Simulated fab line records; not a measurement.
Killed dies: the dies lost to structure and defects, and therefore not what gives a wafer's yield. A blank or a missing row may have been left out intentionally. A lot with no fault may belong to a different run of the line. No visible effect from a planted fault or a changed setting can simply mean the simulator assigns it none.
Code-filled problem report in 8D (eight disciplines) form ; flow gf180mcu ; the parts of the form that need people (team, actions taken, sign-off) are left out

1. PROBLEM STATEMENT
runLengthS at GF_M1_SOFTBAKE_10 reads a mean of 91.81 s on 6 wafers of 2 lots; wafers without a fault read 89.07 s with a standard deviation of 0.14. Measured from the usual mean, that is +20 standard deviations.
The step: time 60 s.
Seen first at day 22 12:11 on lithoTrack-04, wafer L580.3. The record has a number at this step for 39 wafers belonging to 13 lots. The rule behind "out" and "out of limits": a value lying over 4 standard deviations away from the usual mean. All remaining wafers that have a number are taken as sound.

2. WHAT IT IS, WHAT IT ISN'T
question;is;is not
which readings at this step;runLengthS;-
which lots;L580, L581;L564, L565, L568, L571, L572, L573, L574, L582, L583, L585, L586
which wafers of those lots;all that have a number;-
read on which tools;lithoTrack-04;lithoTrack-01, lithoTrack-03
when;from day 22 12:11;"up to then (21 sound wafers); but 12 sound wafers of L582, L583, L585, L586 came after"

3. SUSPECTS, AND WHAT RULES EACH OUT
Counting: a tool stays on the suspect list if, at a process step up to the reading, it processed all lots that are out and no sound lot following the first of them.
- lithoTrack-04 at GF_M1_SOFTBAKE_10 (time 60 s): kept. It ran every lot that is out, first L580 (day 22 12:11), and no sound lot after that; its last sound lot up to then is L571 (day 19 12:17). Its own runLengthS readings are out on those wafers.
The count leaves lithoTrack-04 at GF_M1_SOFTBAKE_10.

4. THE CAUSE (what the simulator had put in)
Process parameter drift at GF_M1_SOFTBAKE_10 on lithoTrack-04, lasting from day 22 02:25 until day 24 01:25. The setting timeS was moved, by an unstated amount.
After counting, this tool was the only one left.

5. SEQUENCE OF EFFECTS, ordered by route
Rows list readings where the struck wafers' mean (over those with a number) sits beyond 3 standard deviations from the usual. Readings are gone through only where the record gives a usual standard deviation; hours: the median, over the lots, of the time from a lot's start at the first step in this table giving one to that lot's start at this step; sigmas: the change measured in usual standard deviations.
hours;step;reading;usual;on struck wafers;change;sigmas
0;GF_M1_SOFTBAKE_10;runLengthS;89.07 s;91.81;+2.74;+20
It contains these process steps:
- GF_M1_SOFTBAKE_10: time 60 s.

6. WHAT WOULD HAVE CAUGHT IT SOONER
The fault began at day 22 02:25; the first out-of-limits reading in this record came at day 22 12:11, 10 hours later.
